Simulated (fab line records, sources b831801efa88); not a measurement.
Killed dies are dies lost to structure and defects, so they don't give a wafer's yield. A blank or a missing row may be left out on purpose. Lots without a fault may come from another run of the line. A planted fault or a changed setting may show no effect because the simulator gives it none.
Which tool did it? | flow sky130 | 10 lots, 30 wafers sampled, at 1 step of a route of 708

WHAT THE GAUGES READ, wafer by wafer
SKY_SONOS_ONO_OVL_MEAS_14. Usual: SONOS_ONO_OVL 2.0 nm, standard deviation 1.5.
lot  | measured     | on         | SONOS_ONO_OVL (nm) | flag
L867 | day 12 15:18 | overlay-02 | 5.1 4.6 4.7        |
L868 | day 12 21:08 | overlay-01 | 2.6 2.5 2.0        |
L869 | day 13 07:46 | overlay-01 | 4.4 4.3 3.6        |
L871 | day 14 07:13 | overlay-02 | 2.2 0.6 1.0        |
L876 | day 15 19:55 | overlay-02 | -2.0 -0.4 -1.6     |
L879 | day 17 10:23 | overlay-01 | 0.6 -0.8 -1.4      |
L880 | day 17 10:41 | overlay-01 | 3.5 3.6 2.0        |
L887 | day 19 16:58 | overlay-02 | 2.7 1.3 1.9        |
L888 | day 20 01:22 | overlay-02 | 1.6 2.9 3.1        |
L890 | day 20 15:01 | overlay-01 | 3.4 3.0 1.8        |

WHICH TOOL RAN EACH LOT (tool, then ch and the chambers of the sampled wafers, then the start)
The record holds no process step before these readings.

WHAT THE TOOLS THEMSELVES READ (means of the sampled wafers that have a number; where no wafer has one, the mark that the record gives instead)
The record holds no such reading with a usual standard deviation.

THE ANSWER, worked out from the rows above alone
Rule: a lot is off if the mean of its wafers that have a number lies more than 3 standard deviations from the usual mean. A lot without any number at a reading at which 4 lots or more have one is off too. The other lots that the step has rows for count as sound. The gauges are gone through in route order, then the tools' own readings, and for those a lot's mean is taken as printed above. The first step at which some lot is off is used, and at that step the reading that is off furthest; a lot without a number counts as furthest.
No lot is off at any reading shown: from this, nothing can be told.

WHAT THE SIMULATOR HAD PUT IN
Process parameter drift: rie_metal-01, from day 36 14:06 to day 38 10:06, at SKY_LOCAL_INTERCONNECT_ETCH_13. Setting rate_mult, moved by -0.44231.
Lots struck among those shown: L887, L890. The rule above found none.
